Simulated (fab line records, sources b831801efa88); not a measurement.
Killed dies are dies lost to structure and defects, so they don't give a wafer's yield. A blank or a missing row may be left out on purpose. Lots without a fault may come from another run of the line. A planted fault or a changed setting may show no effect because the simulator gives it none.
fab line records | flow sky130
record lots=5 wafers=15 last_day=50
route steps=708 shown VIA2@525 METAL3@532 CAPM@537
lots that met no fault: from a run of the same line without faults
start_h: hours from the record's first day to the start of the lot's first wafer shown | wait_h: hours since the lot's step before | " the same as in the row above | L1.1+2: a row that stands for several wafers | - no value, or no start given | * or withheld: withheld | < > ~ a bound
route shown NAME@n: a module of which the file shows steps, and the number in the route of the first | usual: mean/standard deviation of fault-free wafers | same: alike in all rows | chamber/n: place in a boat | sites: the reading at each site | _std_site: their standard deviation | _edge_site: outer sites' mean less inner sites' | radius_mm: how far each site lies from the wafer's centre | mask NAME#n: copy n | behind: the tool/chamber that last shaped the wafer | hold: why the lot was held/for how many hours/how that ended | device: the transistor (n, p or np) that didn't switch | end of line: the same wafers' tests at the end of the route | a step without rows: its recipe alone | killed: dies lost to structure and defects at the first sort, not the wafer's yield | map: a wafer's dies, x killed, . not, _ none there
set.NAME: the setting as run; set.NAME@STEP: as run at that earlier step | model.NAME: the simulator's own value behind a step, which no gauge read
lots at some steps of the route; a table a step, a row a wafer
services: from which hour (start_h, from the record's first day; less than 0 if before it) a tool's chamber was out of use, for how many hours, and why
## steps
# step SKY_VIA2_CLEAN_18
# recipe chemistry=IPA time_s=180 temp_c=25
# columns lot.wafer tool chamber start_h wait_h
L078.1+3+5 wet_bench-01 1 878.15 0.0
L079.2+4+5 wet_bench-03 1 890.44 0.0
L083.2+4+5 wet_bench-02 1 918.50 0.0
L093.1+2+5 wet_bench-02 1 992.33 0.0
L094.2+3+4 wet_bench-01 2 997.60 0.0
# step SKY_VIA2_CLEAN_19
# recipe chemistry=O3/DIW dry=n2_spin
# columns lot.wafer tool chamber start_h wait_h
L078.1+3+5 wet_bench-03 3 878.20 0.0
L079.2+4+5 wet_bench-02 1 890.56 0.0
L083.2+4+5 wet_bench-01 3 918.55 0.0
L093.1+2+5 wet_bench-03 0 992.39 0.0
L094.2+3+4 wet_bench-03 1 997.66 0.0
# step SKY_VIA2_SPUTTER_20
# recipe material=TiN target_thk_nm=20 chamber_pressure_pa=5 power_w=4000 time_s=80
# usual throttle_valve_pct=30.3/0.61
# columns lot.wafer tool chamber start_h wait_h throttle_valve_pct
L078.1 pvd_sputter-04 - 878.39 0.0 29.6
L078.3 " - " " 30.9
L078.5 " - " " 30.5
L079.2 pvd_sputter-04 - 890.65 0.0 30.8
L079.4 " - " " 29.5
L079.5 " - " " 31.0
L083.2 pvd_sputter-03 - 918.65 0.0 30.1
L083.4 " - " " 30.6
L083.5 " - " " 30.6
L093.1 pvd_sputter-04 - 992.48 0.0 30.7
L093.2 " - " " 29.8
L093.5 " - " " 30.6
L094.2 pvd_sputter-01 - 997.75 0.0 29.9
L094.3 " - " " 29.7
L094.4 " - " " 28.1
# step SKY_VIA2_CVD_21
# recipe material=W target_thk_nm=420 time_s=126.4 temp_c=400 pressure_torr=40
# usual chamber_pressure_Torr=39.98/0.096 heater_power_w=892/61
# columns lot.wafer tool chamber start_h wait_h chamber_pressure_Torr heater_power_w
L078.1 cvd_w-02 1 878.45 0.0 39.87 875
L078.3 " 1 " " 40.03 883
L078.5 " 0 " " 40.02 945
L079.2 cvd_w-02 0 890.71 0.0 39.95 968
L079.4 " 1 " " 39.97 887
L079.5 " 1 " " 39.86 883
L083.2 cvd_w-01 1 918.71 0.0 39.91 960
L083.4 " 1 " " 40.05 976
L083.5 " 1 " " 39.96 950
L093.1 cvd_w-02 1 992.54 0.0 39.82 841
L093.2 " 0 " " 39.88 918
L093.5 " 0 " " 40.04 896
L094.2 cvd_w-01 0 997.81 0.0 39.94 808
L094.3 " 0 " " 39.93 807
L094.4 " 1 " " 39.85 987
# step SKY_VIA2_RS_MEAS_22
# recipe thk_meas_gauge=four-point-probe reads=W_of_VIA2_CVD_21+TiN_of_VIA2_SPUTTER_20
# usual VIA2_W_RS=0.270/0.0051
# columns lot.wafer tool chamber start_h wait_h VIA2_W_RS[ohm/sq]
L078.1 film_metro-04 - 878.58 0.1 0.275
L078.3 " - " " 0.275
L078.5 " - " " 0.269
L079.2 film_metro-03 - 890.86 0.1 0.266
L079.4 " - " " 0.277
L079.5 " - " " 0.273
L083.2 film_metro-01 - 918.86 0.1 0.260
L083.4 " - " " 0.262
L083.5 " - " " 0.262
L093.1 film_metro-04 - 992.67 0.1 0.274
L093.2 " - " " 0.268
L093.5 " - " " 0.267
L094.2 film_metro-04 - 997.96 0.1 0.275
L094.3 " - " " 0.273
L094.4 " - " " 0.267
# step SKY_VIA2_THK_MEAS_23
# recipe thk_meas_gauge=xrf reads=W_of_VIA2_CVD_21
# usual VIA2_W_THK=433/9.1
# columns lot.wafer tool chamber start_h wait_h VIA2_W_THK[nm]
L078.1 film_metro-04 - 878.70 0.1 431
L078.3 " - " " 426
L078.5 " - " " 438
L079.2 film_metro-03 - 890.97 0.1 432
L079.4 " - " " 412
L079.5 " - " " 414
L083.2 film_metro-01 - 918.97 0.1 450
L083.4 " - " " 453
L083.5 " - " " 450
L093.1 film_metro-04 - 992.79 0.1 437
L093.2 " - " " 445
L093.5 " - " " 447
L094.2 film_metro-04 - 998.07 0.1 431
L094.3 " - " " 436
L094.4 " - " " 445
# step SKY_VIA2_CMP_24
# recipe stop_on=SiO2 t_overpolish_s=20 down_force_psi=3.5 platen_rpm=60 target_thk_nm=0 pad_velocity_m_s=0.94248
# usual motor_current_A=12.1/1.2 overpolish_run_s=20.000/0.0087 time_to_endpoint_s=104/3.8
# columns lot.wafer tool chamber start_h wait_h motor_current_A overpolish_run_s time_to_endpoint_s
L078.1 cmp-02 0 878.86 0.1 13.2 20.002 100
L078.3 " 1 " " 12.8 19.989 101
L078.5 " 2 " " 13.3 19.991 104
L079.4 cmp-01 3 891.02 0.0 10.0 20.014 101
L079.2 " 2 " " 12.3 19.994 112
L079.5 " 3 " " 10.2 20.001 106
L083.2 cmp-02 1 919.57 0.6 12.0 19.991 104
L083.4 " 2 " " 14.0 20.002 103
L083.5 " 0 " " 13.2 19.988 106
L093.1 cmp-01 2 992.90 0.1 12.9 20.007 96
L093.2 " 0 " " 11.4 20.006 100
L093.5 " 2 " " 12.6 20.006 101
L094.4 cmp-01 1 998.12 0.0 11.6 20.006 98
L094.2 " 3 " " 10.0 20.007 97
L094.3 " 0 " " 11.0 19.994 100
# step SKY_METAL3_SPUTTER_00
# recipe material=Ti target_thk_nm=15 power_w=3000 time_s=10 chamber_pressure_pa=0.4
# usual throttle_valve_pct=29.6/1
# columns lot.wafer tool chamber start_h wait_h throttle_valve_pct
L078.1 pvd_sputter-02 - 879.06 0.1 28.1
L078.3 " - " " 30.0
L078.5 " - " " 27.5
L079.2 pvd_sputter-03 - 891.32 0.1 30.8
L079.4 " - " " 30.5
L079.5 " - " " 30.3
L083.2 pvd_sputter-02 - 919.82 0.2 28.2
L083.4 " - " " 27.9
L083.5 " - " " 30.1
L093.1 pvd_sputter-03 - 993.15 0.2 30.5
L093.2 " - " " 30.4
L093.5 " - " " 30.2
L094.2 pvd_sputter-03 - 998.42 0.1 30.7
L094.3 " - " " 30.6
L094.4 " - " " 30.7
# step SKY_METAL3_SPUTTER_01
# recipe material=TiN target_thk_nm=20 power_w=6500 time_s=16.7 chamber_pressure_pa=0.4
# usual throttle_valve_pct=29.7/0.99
# columns lot.wafer tool chamber start_h wait_h throttle_valve_pct
L078.1 pvd_sputter-02 - 879.08 0.0 28.3
L078.3 " - " " 30.4
L078.5 " - " " 27.8
L079.2 pvd_sputter-03 - 891.34 0.0 30.6
L079.4 " - " " 30.6
L079.5 " - " " 30.6
L083.2 pvd_sputter-02 - 919.85 0.0 28.5
L083.4 " - " " 28.0
L083.5 " - " " 30.7
L093.1 pvd_sputter-03 - 993.18 0.0 30.8
L093.2 " - " " 30.4
L093.5 " - " " 30.3
L094.2 pvd_sputter-03 - 998.44 0.0 30.4
L094.3 " - " " 30.4
L094.4 " - " " 30.6
# step SKY_METAL3_SPUTTER_02
# recipe material=AlCu target_thk_nm=735 power_w=10600 time_s=39.1 chamber_pressure_pa=0.4
# usual throttle_valve_pct=29.7/1
# columns lot.wafer tool chamber start_h wait_h throttle_valve_pct
L078.1 pvd_sputter-02 - 879.11 0.0 28.3
L078.3 " - " " 30.5
L078.5 " - " " 27.7
L079.2 pvd_sputter-03 - 891.37 0.0 30.5
L079.4 " - " " 30.9
L079.5 " - " " 30.4
L083.2 pvd_sputter-02 - 919.87 0.0 28.4
L083.4 " - " " 27.7
L083.5 " - " " 30.5
L093.1 pvd_sputter-03 - 993.20 0.0 30.3
L093.2 " - " " 30.8
L093.5 " - " " 30.1
L094.2 pvd_sputter-03 - 998.47 0.0 30.5
L094.3 " - " " 30.6
L094.4 " - " " 30.5
# step SKY_METAL3_SPUTTER_03
# recipe material=Ti target_thk_nm=5 power_w=3000 time_s=3.3 chamber_pressure_pa=0.4
# usual throttle_valve_pct=29.6/0.99
# columns lot.wafer tool chamber start_h wait_h throttle_valve_pct
L078.1 pvd_sputter-02 - 879.15 0.0 28.4
L078.3 " - " " 30.5
L078.5 " - " " 27.7
L079.2 pvd_sputter-03 - 891.41 0.0 30.6
L079.4 " - " " 30.5
L079.5 " - " " 30.5
L083.2 pvd_sputter-02 - 919.91 0.0 28.6
L083.4 " - " " 27.7
L083.5 " - " " 30.6
L093.1 pvd_sputter-03 - 993.24 0.0 30.9
L093.2 " - " " 30.4
L093.5 " - " " 30.3
L094.2 pvd_sputter-03 - 998.51 0.0 30.5
L094.3 " - " " 30.7
L094.4 " - " " 30.6
# step SKY_METAL3_SPUTTER_04
# recipe material=TiN target_thk_nm=70 power_w=6500 time_s=58.3 chamber_pressure_pa=0.4
# usual throttle_valve_pct=29.7/0.99
# columns lot.wafer tool chamber start_h wait_h throttle_valve_pct
L078.1 pvd_sputter-02 - 879.16 0.0 28.3
L078.3 " - " " 30.4
L078.5 " - " " 27.8
L079.2 pvd_sputter-03 - 891.43 0.0 30.7
L079.4 " - " " 30.3
L079.5 " - " " 30.5
L083.2 pvd_sputter-02 - 919.93 0.0 28.3
L083.4 " - " " 27.6
L083.5 " - " " 30.4
L093.1 pvd_sputter-03 - 993.26 0.0 30.6
L093.2 " - " " 30.5
L093.5 " - " " 30.2
L094.2 pvd_sputter-03 - 998.52 0.0 30.6
L094.3 " - " " 30.8
L094.4 " - " " 30.7
# step SKY_CAPM_CVD_00
# recipe material=SiO2 target_thk_nm=15.5 temp_c=400 time_s=withheld rf_w=450
# usual heater_power_w=759/97
# columns lot.wafer tool chamber start_h wait_h heater_power_w
L078.1 pecvd-02 0 879.21 0.0 768
L078.3 " 2 " " 716
L078.5 " 1 " " 639
L079.2 pecvd-03 1 891.48 0.0 730
L079.4 " 0 " " 846
L079.5 " 1 " " 713
L083.2 pecvd-01 2 919.98 0.0 622
L083.4 " 1 " " 666
L083.5 " 2 " " 628
L093.1 pecvd-03 1 993.31 0.0 740
L093.2 " 2 " " 800
L093.5 " 0 " " 696
L094.2 pecvd-02 2 998.57 0.0 779
L094.3 " 1 " " 577
L094.4 " 1 " " 585
# step SKY_CAPM_THK_MEAS_01
# recipe reads=SiO2_of_CAPM_CVD_00
# usual CAPM_CVD_00_THK=15.47/0.24
# columns lot.wafer tool chamber start_h wait_h CAPM_CVD_00_THK[nm]
L078.1 film_metro-03 - 879.23 - 15.44
L078.3 " - " " 15.17
L078.5 " - " " 15.61
L079.2 film_metro-03 - 891.52 - 15.48
L079.4 " - " " 15.79
L079.5 " - " " 15.70
L083.2 film_metro-04 - 920.01 - 15.37
L083.4 " - " " 15.43
L083.5 " - " " 15.36
L093.1 film_metro-03 - 993.33 - 15.56
L093.2 " - " " 15.32
L093.5 " - " " 15.71
L094.2 film_metro-02 - 998.60 - 15.49
L094.3 " - " " 15.81
L094.4 " - " " 16.10
# step SKY_CAPM_SPUTTER_02
# recipe material=TiN target_thk_nm=200 temp_c=300 power_w=6500 time_s=166.7 chamber_pressure_pa=0.4
# usual substrate_temp_c=299.99/0.19 throttle_valve_pct=30.4/0.5
# columns lot.wafer tool chamber start_h wait_h substrate_temp_c throttle_valve_pct
L078.1 pvd_sputter-03 - 879.29 0.1 299.94 30.3
L078.3 " - " " 299.86 30.5
L078.5 " - " " 300.02 30.6
L079.2 pvd_sputter-02 - 891.57 0.0 299.99 30.4
L079.4 " - " " 300.05 30.5
L079.5 " - " " 300.07 30.5
L083.2 pvd_sputter-03 - 920.06 0.0 300.23 30.3
L083.4 " - " " 300.23 30.6
L083.5 " - " " 300.10 30.6
L093.1 pvd_sputter-04 - 993.39 0.1 299.97 30.9
L093.2 " - " " 299.88 29.8
L093.5 " - " " 300.23 30.2
L094.2 pvd_sputter-04 - 998.65 0.0 299.84 30.6
L094.3 " - " " 300.18 30.4
L094.4 " - " " 300.11 29.8
# step SKY_CAPM_RS_MEAS_03
# recipe thk_meas_gauge=four-point-probe reads=TiN_of_CAPM_SPUTTER_02
# usual CAPM_TIN_RS=6.91/0.071
# columns lot.wafer tool chamber start_h wait_h CAPM_TIN_RS[ohm/sq]
L078.1 film_metro-02 - 879.40 0.1 6.81
L078.3 " - " " 6.93
L078.5 " - " " 6.82
L079.2 film_metro-03 - 891.70 0.1 6.93
L079.4 " - " " 7.01
L079.5 " - " " 6.88
L083.2 film_metro-03 - 920.19 0.1 6.80
L083.4 " - " " 6.84
L083.5 " - " " 6.75
L093.1 film_metro-02 - 993.50 0.1 6.85
L093.2 " - " " 6.88
L093.5 " - " " 6.91
L094.2 film_metro-04 - 998.78 0.1 6.78
L094.3 " - " " 6.87
L094.4 " - " " 6.86
# step SKY_CAPM_THK_MEAS_04
# recipe thk_meas_gauge=xrf reads=TiN_of_CAPM_SPUTTER_02
# usual CAPM_TIN_THK=200.0/2.3
# columns lot.wafer tool chamber start_h wait_h CAPM_TIN_THK[nm]
L078.1 film_metro-02 - 879.52 0.1 204.0
L078.3 " - " " 200.0
L078.5 " - " " 202.9
L079.2 film_metro-03 - 891.81 0.1 198.7
L079.4 " - " " 197.2
L079.5 " - " " 200.1
L083.2 film_metro-03 - 920.30 0.1 202.1
L083.4 " - " " 201.3
L083.5 " - " " 204.3
L093.1 film_metro-02 - 993.62 0.1 201.5
L093.2 " - " " 199.9
L093.5 " - " " 199.6
L094.2 film_metro-04 - 998.89 0.1 205.6
L094.3 " - " " 203.7
L094.4 " - " " 203.5
# step SKY_CAPM_DEHYDRATE_05
# recipe temp_c=200 time_s=60
# columns lot.wafer tool chamber start_h wait_h
L078.1+3+5 litho_track-01 0 892.07 12.5
L079.2+4+5 litho_track-01 0 903.10 11.3
L083.2+4+5 litho_track-04 0 931.23 10.9
L093.1+2+5 litho_track-01 0 1004.82 11.2
L094.2+3+4 litho_track-01 0 1009.60 10.7
# step SKY_CAPM_HMDS_06
# recipe prime_time_s=60 prime_temp_c=120
# same prime_time_s=60
# columns lot.wafer tool chamber start_h wait_h
L078.1+3+5 litho_track-01 0 892.22 0.1
L079.2+4+5 litho_track-01 0 903.25 0.1
L083.2+4+5 litho_track-04 0 931.38 0.1
L093.1+2+5 litho_track-01 0 1004.97 0.1
L094.2+3+4 litho_track-01 0 1009.75 0.1
# step SKY_CAPM_COAT_07
# recipe resist=NOVOLAK spin_rpm=3000 resist_thk_nm=1140
# columns lot.wafer tool chamber start_h wait_h
L078.1+3+5 litho_track-01 0 892.37 0.1
L079.2+4+5 litho_track-01 0 903.40 0.1
L083.2+4+5 litho_track-04 0 931.53 0.1
L093.1+2+5 litho_track-01 0 1005.12 0.1
L094.2+3+4 litho_track-01 0 1009.90 0.1
# step SKY_CAPM_SOFTBAKE_08
# recipe temp_c=90 time_s=60 resist=NOVOLAK
# columns lot.wafer tool chamber start_h wait_h
L078.1+3+5 litho_track-01 0 892.52 0.1
L079.2+4+5 litho_track-01 0 903.55 0.1
L083.2+4+5 litho_track-04 0 931.68 0.1
L093.1+2+5 litho_track-01 0 1005.27 0.1
L094.2+3+4 litho_track-01 0 1010.05 0.1
# step SKY_CAPM_EXPOSE_09
# recipe mask_id=CAPM na=0.6 source_shape=conventional sigma_outer=0.6 polarization=unpolarized target_cd_nm=1000 dose_mj=159
# usual stage_vel_mm_s=500.04/0.26
# same na=0.6
# columns lot.wafer tool chamber start_h wait_h mask stage_vel_mm_s
L078.1 iline_stepper-02 0 - - CAPM#0 499.91
L078.3 " 0 " " CAPM#0 499.55
L078.5 " 0 " " CAPM#0 499.65
L079.2 iline_stepper-01 0 - - CAPM#0 499.97
L079.4 " 0 " " CAPM#0 499.69
L079.5 " 0 " " CAPM#0 499.92
L083.2 iline_stepper-02 0 - - CAPM#0 500.28
L083.4 " 0 " " CAPM#0 500.00
L083.5 " 0 " " CAPM#0 500.67
L093.1 iline_stepper-01 0 - - CAPM#0 500.63
L093.2 " 0 " " CAPM#0 500.25
L093.5 " 0 " " CAPM#0 500.13
L094.2 iline_stepper-01 0 - - CAPM#0 499.90
L094.3 " 0 " " CAPM#0 500.44
L094.4 " 0 " " CAPM#0 500.30
# step SKY_CAPM_PEB_10
# recipe temp_c=withheld time_s=* resist=NOVOLAK
# columns lot.wafer tool chamber start_h wait_h
L078.1+3+5 litho_track-04 0 - -
L079.2+4+5 litho_track-01 0 - -
L083.2+4+5 litho_track-02 0 - -
L093.1+2+5 litho_track-02 0 - -
L094.2+3+4 litho_track-02 0 - -
# step SKY_CAPM_DEVELOP_11
# recipe resist=NOVOLAK developer=TMAH develop_time_s=60 dev_temp_c=23
# columns lot.wafer tool chamber start_h wait_h
L078.1+3+5 litho_track-04 0 904.56 0.1
L079.2+4+5 litho_track-01 0 916.65 0.1
L083.2+4+5 litho_track-02 0 944.13 0.1
L093.1+2+5 litho_track-02 0 1016.46 0.1
L094.2+3+4 litho_track-02 0 1021.63 0.1
# step SKY_CAPM_OVL_MEAS_12
# usual CAPM_OVL=-1.2/1.5
# columns lot.wafer tool chamber start_h wait_h CAPM_OVL[nm]
L078.1 overlay-02 - 904.71 0.1 -2.9
L078.3 " - " " -0.7
L078.5 " - " " -0.4
L079.2 overlay-02 - 916.78 0.1 0.3
L079.4 " - " " 0.1
L079.5 " - " " -1.5
L083.2 overlay-02 - 944.26 0.1 0.2
L083.4 " - " " -0.9
L083.5 " - " " -0.6
L093.1 overlay-01 - 1016.61 0.1 -3.0
L093.2 " - " " -1.2
L093.5 " - " " -0.4
L094.2 overlay-02 - 1021.76 0.1 -1.0
L094.3 " - " " -1.1
L094.4 " - " " -1.8
# step SKY_CAPM_METAL_ETCH_13
# recipe target_depth_nm=220 stop_on=SiO2 chemistry=Cl2/BCl3 target=TiN pressure_mtorr=10 icp_w=900 bias_w=48.5 Cl2_flow_sccm=60 bcl3_flow_sccm=30 time_s=62.9
# usual chamber_pressure_mTorr=9.999/0.0091 drypump_motor_current_A=5.6/0.43 he_backside_leak_sccm=3.3/0.38 oes_product_au=0.941/0.007 throttle_valve_pct=21.902/0.0089
# columns lot.wafer tool chamber start_h wait_h chamber_pressure_mTorr drypump_motor_current_A he_backside_leak_sccm oes_product_au rf_hours_counter_h throttle_valve_pct
L078.1 rie_metal-04 0 904.74 0.0 10.012 6.5 3.2 0.948 18 21.914
L078.3 " 1 " " 9.999 5.3 3.2 0.937 - 21.902
L078.5 " 0 " " 9.994 6.5 3.1 0.947 - 21.905
L079.2 rie_metal-04 0 916.81 0.0 9.985 6.5 3.4 0.942 18 21.906
L079.4 " 0 " " 10.017 6.5 3.3 0.940 - 21.906
L079.5 " 0 " " 9.992 6.5 3.2 0.942 - 21.903
L083.2 rie_metal-03 0 944.29 0.0 10.018 5.5 3.3 0.947 4 21.925
L083.4 " 0 " " 10.003 5.5 3.1 0.945 - 21.890
L083.5 " 1 " " 10.003 5.3 3.1 0.947 - 21.894
L093.1 rie_metal-02 1 1016.64 0.0 10.011 5.7 3.5 0.946 18 21.904
L093.2 " 1 " " 9.999 5.7 3.6 0.940 - 21.906
L093.5 " 1 " " 10.003 5.7 3.6 0.937 - 21.897
L094.2 rie_metal-03 1 1021.79 0.0 10.003 5.3 3.4 0.954 20 21.899
L094.3 " 0 " " 10.000 5.5 3.3 0.944 - 21.899
L094.4 " 1 " " 10.007 5.3 3.3 0.948 - 21.894
# step SKY_CAPM_STRIP_14
# recipe chemistry=O2/N2 power_w=1400 pressure_mtorr=1500 platen_temp_c=withheld o2_flow_sccm=3000 n2_flow_sccm=300 overash_fraction=0.5
# usual chamber_pressure_mTorr=1499.8/1.4 drypump_motor_current_A=5.9/0.57 oes_product_au=0.711/0.0042 strip_time_to_endpoint_s=12.66/0.049
# columns lot.wafer tool chamber start_h wait_h chamber_pressure_mTorr drypump_motor_current_A oes_product_au rf_hours_counter_h strip_time_to_endpoint_s
L078.1 plasma_asher-02 1 904.84 0.1 1499.2 4.8 0.705 78 12.65
L078.3 " 1 " " 1499.8 4.9 0.713 - 12.64
L078.5 " 1 " " 1501.6 4.8 0.712 - 12.72
L079.2 plasma_asher-02 1 916.89 0.1 1502.6 4.9 0.699 79 12.65
L079.4 " 1 " " 1499.3 4.9 0.707 - 12.61
L079.5 " 0 " " 1499.5 6.6 0.703 - 12.64
L083.2 plasma_asher-01 0 944.37 0.1 1500.7 5.9 0.715 21 12.73
L083.4 " 0 " " 1501.1 5.9 0.712 - 12.70
L083.5 " 1 " " 1502.4 5.7 0.711 - 12.68
L093.1 plasma_asher-04 1 1016.80 0.1 1501.1 6.5 0.705 56 12.66
L093.2 " 0 " " 1500.7 6.5 0.715 56 12.64
L093.5 " 0 " " 1501.3 6.5 0.709 - 12.61
L094.2 plasma_asher-01 1 1021.87 0.1 1495.3 5.7 0.714 29 12.62
L094.3 " 1 " " 1500.6 5.7 0.712 - 12.68
L094.4 " 0 " " 1500.1 5.9 0.705 - 12.68
# step SKY_CAPM_STRIP_15
# recipe chemistry=post_etch_residue_remover time_s=1200 temp_c=72.5
# usual bath_guard_temp_C=72.6/0.63
# columns lot.wafer tool chamber start_h wait_h bath_guard_temp_C
L078.1 wet_bench-02 2 904.94 0.1 72.0
L078.3 " 2 " " 72.8
L078.5 " 2 " " 72.2
L079.2 wet_bench-01 3 916.99 0.1 73.1
L079.4 " 3 " " 73.0
L079.5 " 3 " " 73.1
L083.2 wet_bench-04 2 944.47 0.1 73.2
L083.4 " 2 " " 73.0
L083.5 " 2 " " 72.8
L093.1 wet_bench-04 1 1016.90 0.1 73.0
L093.2 " 1 " " 73.0
L093.5 " 1 " " 72.8
L094.2 wet_bench-02 3 1021.97 0.1 72.4
L094.3 " 3 " " 72.6
L094.4 " 3 " " 73.0
# step SKY_CAPM_CLEAN_16
# recipe chemistry=IPA time_s=180 temp_c=25
# columns lot.wafer tool chamber start_h wait_h
L078.1+3+5 wet_bench-04 3 905.29 0.0
L079.2+4+5 wet_bench-04 1 917.33 0.0
L083.2+4+5 wet_bench-02 0 944.81 0.0
L093.1+2+5 wet_bench-01 0 1017.27 0.0
L094.2+3+4 wet_bench-02 0 1022.31 0.0
# step SKY_CAPM_CLEAN_17
# recipe chemistry=O3/DIW dry=n2_spin
# columns lot.wafer tool chamber start_h wait_h
L078.1+3+5 wet_bench-01 0 905.35 0.0
L079.2+4+5 wet_bench-02 3 917.39 0.0
L083.2+4+5 wet_bench-04 0 944.87 0.0
L093.1+2+5 wet_bench-04 1 1017.34 0.0
L094.2+3+4 wet_bench-04 3 1022.37 0.0
# step SKY_METAL3_DEHYDRATE_05
# recipe temp_c=200 time_s=60
# columns lot.wafer tool chamber start_h wait_h
L078.1+3+5 litho_track-03 0 917.79 12.4
L079.2+4+5 litho_track-03 0 928.62 11.1
L083.2+4+5 litho_track-03 0 956.07 11.1
L093.1+2+5 litho_track-01 0 1028.27 10.8
L094.2+3+4 litho_track-01 0 1032.80 10.3
# step SKY_METAL3_HMDS_06
# recipe prime_time_s=60 prime_temp_c=120
# same prime_time_s=60
# columns lot.wafer tool chamber start_h wait_h
L078.1+3+5 litho_track-03 0 917.94 0.1
L079.2+4+5 litho_track-03 0 928.77 0.1
L083.2+4+5 litho_track-03 0 956.22 0.1
L093.1+2+5 litho_track-01 0 1028.42 0.1
L094.2+3+4 litho_track-01 0 1032.95 0.1
# step SKY_METAL3_COAT_07
# recipe resist=BARC temp_c=withheld time_s=withheld spin_rpm=3000 resist_thk_nm=60
# columns lot.wafer tool chamber start_h wait_h
L078.1+3+5 litho_track-03 0 918.09 0.1
L079.2+4+5 litho_track-03 0 928.92 0.1
L083.2+4+5 litho_track-03 0 956.37 0.1
L093.1+2+5 litho_track-01 0 1028.57 0.1
L094.2+3+4 litho_track-01 0 1033.10 0.1
# step SKY_METAL3_COAT_08
# recipe resist=KrF-thick spin_rpm=3000 resist_thk_nm=1140
# columns lot.wafer tool chamber start_h wait_h
L078.1+3+5 litho_track-03 0 - -
L079.2+4+5 litho_track-03 0 - -
L083.2+4+5 litho_track-03 0 - -
L093.1+2+5 litho_track-01 0 - -
L094.2+3+4 litho_track-01 0 - -
# step SKY_METAL3_SOFTBAKE_09
# recipe temp_c=100 time_s=90 resist=KrF-thick
# columns lot.wafer tool chamber start_h wait_h
L078.1+3+5 litho_track-03 0 - -
L079.2+4+5 litho_track-03 0 - -
L083.2+4+5 litho_track-03 0 - -
L093.1+2+5 litho_track-01 0 - -
L094.2+3+4 litho_track-01 0 - -
# step SKY_METAL3_EXPOSE_10
# recipe mask_id=MM3 na=0.68 source_shape=annular sigma_inner=0.4 sigma_outer=0.8 target_cd_nm=300 dose_mj=28
# usual stage_vel_mm_s=499.98/0.22
# same na=0.68
# columns lot.wafer tool chamber start_h wait_h mask stage_vel_mm_s
L078.1 krf_scanner-01 0 - - MM3#0 499.81
L078.3 " 0 " " MM3#0 500.36
L078.5 " 0 " " MM3#0 499.81
L079.2 krf_scanner-02 0 - - MM3#0 499.84
L079.4 " 0 " " MM3#0 499.98
L079.5 " 0 " " MM3#0 500.03
L083.2 krf_scanner-02 0 - - MM3#0 500.07
L083.4 " 0 " " MM3#0 499.92
L083.5 " 0 " " MM3#0 500.00
L093.1 krf_scanner-01 0 - - MM3#0 500.00
L093.2 " 0 " " MM3#0 499.99
L093.5 " 0 " " MM3#0 499.81
L094.2 krf_scanner-01 0 - - MM3#0 499.92
L094.3 " 0 " " MM3#0 499.81
L094.4 " 0 " " MM3#0 499.88
# step SKY_METAL3_PEB_11
# recipe peb_temp_c=withheld peb_time_s=withheld resist=KrF-thick
# columns lot.wafer tool chamber start_h wait_h
L078.1+3+5 litho_track-04 0 - -
L079.2+4+5 litho_track-01 0 - -
L083.2+4+5 litho_track-04 0 - -
L093.1+2+5 litho_track-03 0 - -
L094.2+3+4 litho_track-03 0 - -
# step SKY_METAL3_DEVELOP_12
# recipe develop_time_s=60 resist=KrF-thick dev_temp_c=21
# columns lot.wafer tool chamber start_h wait_h
L078.1+3+5 litho_track-04 0 - -
L079.2+4+5 litho_track-01 0 - -
L083.2+4+5 litho_track-04 0 - -
L093.1+2+5 litho_track-03 0 - -
L094.2+3+4 litho_track-03 0 - -
# step SKY_METAL3_CD_MEAS_13
# recipe target_cd_nm=300
# usual cd_nm=300.6/1.3
# columns lot.wafer tool chamber start_h wait_h cd_nm
L078.1 cd_sem-02 - 930.11 - 300.5
L078.3 " - " " 301.3
L078.5 " - " " 302.4
L079.2 cd_sem-02 - 941.74 - 298.6
L079.4 " - " " 299.2
L079.5 " - " " 299.3
L083.2 cd_sem-02 - 968.63 - 300.6
L083.4 " - " " 300.1
L083.5 " - " " 301.0
L093.1 cd_sem-01 - 1039.99 - 301.4
L093.2 " - " " 302.6
L093.5 " - " " 302.8
L094.2 cd_sem-02 - 1045.31 - 298.8
L094.3 " - " " 301.4
L094.4 " - " " 301.3
# step SKY_METAL3_OVL_MEAS_14
# usual METAL3_OVL=-1/5.3
# columns lot.wafer tool chamber start_h wait_h METAL3_OVL[nm]
L078.1 overlay-02 - 930.23 0.1 -1
L078.3 " - " " 5
L078.5 " - " " 5
L079.2 overlay-01 - 941.85 0.1 -4
L079.4 " - " " 0
L079.5 " - " " -6
L083.2 overlay-02 - 968.73 0.1 -7
L083.4 " - " " -11
L083.5 " - " " -1
L093.1 overlay-01 - 1040.11 0.1 1
L093.2 " - " " 3
L093.5 " - " " 0
L094.2 overlay-01 - 1045.42 0.1 1
L094.3 " - " " 5
L094.4 " - " " 3
## services
# columns tool chamber start_h hours kind
krf_scanner-02 - 856.59 1.0 repair
krf_scanner-02 - 856.94 1.2 repair
krf_scanner-01 - 860.42 0.4 repair
pvd_sputter-04 - 866.49 0.6 repair
plasma_asher-01 - 867.70 3.3 repair
cvd_w-01 - 870.70 1.6 repair
krf_scanner-01 - 902.47 1.0 pm
cvd_w-02 - 904.00 14.0 pm
iline_stepper-01 - 904.76 2.3 repair
iline_stepper-01 - 909.49 1.4 repair
cmp-01 - 912.61 5.7 pm
cmp-01 - 918.34 4.0 pm
iline_stepper-01 - 922.45 9.4 repair
wet_bench-04 - 930.43 1.9 repair
pvd_sputter-02 - 948.84 3.7 repair
krf_scanner-01 - 952.97 11.6 pm
krf_scanner-01 - 964.52 1.3 pm
pvd_sputter-02 - 977.74 13.3 repair
pvd_sputter-02 - 984.20 0.8 repair
krf_scanner-01 - 998.92 0.8 pm
pvd_sputter-02 - 1009.75 8.4 repair
iline_stepper-01 - 1013.36 1.7 pm
krf_scanner-01 - 1033.77 4.0 pm
cvd_w-02 - 1042.84 2.8 pm
## key
fault none
